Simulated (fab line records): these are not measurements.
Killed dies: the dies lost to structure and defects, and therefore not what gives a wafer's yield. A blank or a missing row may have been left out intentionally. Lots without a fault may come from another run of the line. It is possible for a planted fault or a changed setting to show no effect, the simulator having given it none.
Which of the tools did it?	flow gf180mcu	18 wafers from 6 lots sampled at 2 of the route's 602 steps

## WHAT EACH GAUGE READ, for each wafer
GF_V5_BOW_MEAS_05.
lot	measured	on	V5_BOW (um)
L542	day 26 22:13	film-metro-03	126 137 138
L544	day 27 15:47	film-metro-03	143 134 142
L550	day 30 01:11	film-metro-02	126 134 145
L551	day 30 12:51	film-metro-03	125 120 137
L554	day 30 22:15	film-metro-02	121 118 142
L561	day 32 12:02	film-metro-03	148 131 141

## WHICH TOOL RAN EACH LOT (tool, then ch and the chambers of the sampled wafers, then the start)
lot	GF_V5_CMP_04
L542	cmp-01 ch 0,1, day 26 21:55
L544	cmp-01 ch 0,2,3, day 27 15:28
L550	cmp-01 ch 1,2, day 30 00:51
L551	cmp-02 ch 0,2, day 30 12:31
L554	cmp-01 ch 0,1,3, day 30 22:02
L561	cmp-01 ch 0,2,3, day 32 11:44
- GF_V5_CMP_04: polishes SiO2.

## THE ANSWER, worked out from the rows above alone
Rule: what is usual is taken from the lots themselves. The widest of any qualifying gaps counts: lots, ordered by their means at a reading, are off when they make up no more than a third of the lots, leave a main group of 4 or more, and stand apart from it by 3 or more times the standard deviation of that group's means. A main group is skipped when, at the precision printed for the reading in the tables above, its means are all equal. Also off: a lot with no number at a reading for which 4 or more lots have one. Where the step has rows for the other lots, those lots are counted as sound.
None of the lots is off at any reading shown; this tells nothing.

## WHAT HAD BEEN PUT IN BY THE SIMULATOR
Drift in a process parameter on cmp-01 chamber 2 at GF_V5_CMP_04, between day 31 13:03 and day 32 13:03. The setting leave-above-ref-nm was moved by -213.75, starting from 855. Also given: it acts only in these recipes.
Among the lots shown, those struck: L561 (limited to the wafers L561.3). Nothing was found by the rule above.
